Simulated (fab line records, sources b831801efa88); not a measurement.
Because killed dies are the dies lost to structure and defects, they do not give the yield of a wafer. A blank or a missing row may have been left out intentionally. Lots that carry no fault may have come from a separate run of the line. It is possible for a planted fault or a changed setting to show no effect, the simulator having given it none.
Comparing a struck lot with a sound one / flow sfq_line / 14 out of 325 route steps
Sound: the wafers L658.2, L658.4, L658.5. Struck: wafers L665.3, L665.6. (L665.4 of the same lot was not struck and is left out.) The cause comes at the end.
For every step that has rows: the tool of each side, followed by ch and its chambers, followed by its first start. Under that, the readings that differ: sound wafers / struck wafers / difference of the means / sigmas: that difference in standard deviations of wafers without a fault.
alike: same words and numbers on both sides, and readings whose means sit less than 2 such deviations apart. not compared: any withheld reading, any reading some wafer has no value for, any bound like >300 that may hide the same value, and any number with overlapping values for which the record gives no deviation.
The two part at a step that has a row with sigmas, a row that says differs or no value, or rows on one side only. Numbers that have no deviation but don't overlap get no sigmas and don't part them. A reading missing from all wafers of one side parts the sides only when that side holds two or more wafers.

first, 6 steps without rows for these wafers: SFQ_TRILAYER_M2_LITHO_COAT_062 (resist thk 62 nm); SFQ_TRILAYER_M2_LITHO_COAT_057 (resist thk 600 nm); SFQ_TRILAYER_M2_LITHO_SOFTBAKE_061; SFQ_TRILAYER_M2_LITHO_EXPOSE_058 (exposes mask M2, target cd 500 nm); SFQ_TRILAYER_M2_LITHO_PEB_060 (peb time 60 s); SFQ_TRILAYER_M2_LITHO_DEVELOP_059 (time 60 s).
SFQ_M2_OVL_MEAS_916:
  sound on overlay-02, day 34 07:29; struck on overlay-02, day 43 01:10
  alike: M2_OVL
SFQ_TRILAYER_M2_BARC_OPEN_METAL_ETCH_077: etches BARC in O2, target depth 125 nm, time 41.7 s.
  sound on rie_metal-03 ch 0,1, day 34 07:31; struck on rie_metal-03 ch 1, day 43 01:14
  alike: drypump_motor_current_A, oes_product_au
  not compared: rf_hours_counter_h
SFQ_TRILAYER_M2_ETCH_METAL_ETCH_060: etches Nb in Cl2/Ar, stops on SiO2, target depth 240 nm, time 120 s.
  sound on rie_metal-03 ch 0,1, day 34 07:34; struck on rie_metal-03 ch 1, day 43 01:28
  alike: drypump_motor_current_A, oes_product_au
  not compared: rf_hours_counter_h
SFQ_TRILAYER_M2_STRIP_STRIP_061: strips in O2.
  sound on rie_metal-03 ch 0,1, day 34 07:41; struck on rie_metal-03 ch 1, day 43 02:13
  alike: drypump_motor_current_A, oes_product_au
  not compared: rf_hours_counter_h
then, 1 step without rows for these wafers: SFQ_TRILAYER_M2_STRIP_SOLV_CLEAN_062 (cleans in NMP, time 600 s).
SFQ_TRILAYER_I2_DEP_PECVD_063: deposits SiO2 from SiH4/N2O, time 111.11 s, target thk 500 nm.
  sound on pecvd-04 ch 0,2, day 34 08:29; struck on pecvd-04 ch 0, day 43 03:27
reading=rf_fwd_power_W (W); sound=182.6 181.6 182.5; struck=255.4 255.7; difference=+73.3; sigmas=+99 or more
reading=showerhead_vpp_V (V); sound=891 845 905; struck=1001 981; difference=+111; sigmas=+3
reading=model.SiO2_of_TRILAYER_I2_DEP_PECVD_063.thk_nm (nm); sound=500.9 513.6 512.2; struck=549.5 562.5; difference=+47.1; sigmas=
  alike: heater_power_w, throttle_valve_pct
SFQ_TRILAYER_I2_CMP_CMP_064: polishes SiO2.
  sound on cmp-01 ch 0,1,3, day 36 11:23; struck on cmp-01 ch 0,1, day 43 07:14
reading=time_to_endpoint_s (s); sound=215 228 229; struck=252 263; difference=+34; sigmas=+4
  alike: edge_zone_pressure_frac, motor_current_A
SFQ_I2_BOW_MEAS_917:
  sound on film_metro-02, day 36 13:24; struck on film_metro-01, day 43 10:16
  alike: I2_BOW

WHERE THEY PART
At SFQ_TRILAYER_I2_DEP_PECVD_063 first; at SFQ_TRILAYER_I2_CMP_CMP_064 last (within this record only). Later steps at which nothing parts them and some readings are alike: SFQ_I2_BOW_MEAS_917.

WHY: what had been put in by the simulator
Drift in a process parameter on pecvd-04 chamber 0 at SFQ_TRILAYER_I2_DEP_PECVD_063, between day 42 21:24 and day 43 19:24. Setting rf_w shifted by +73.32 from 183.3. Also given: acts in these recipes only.
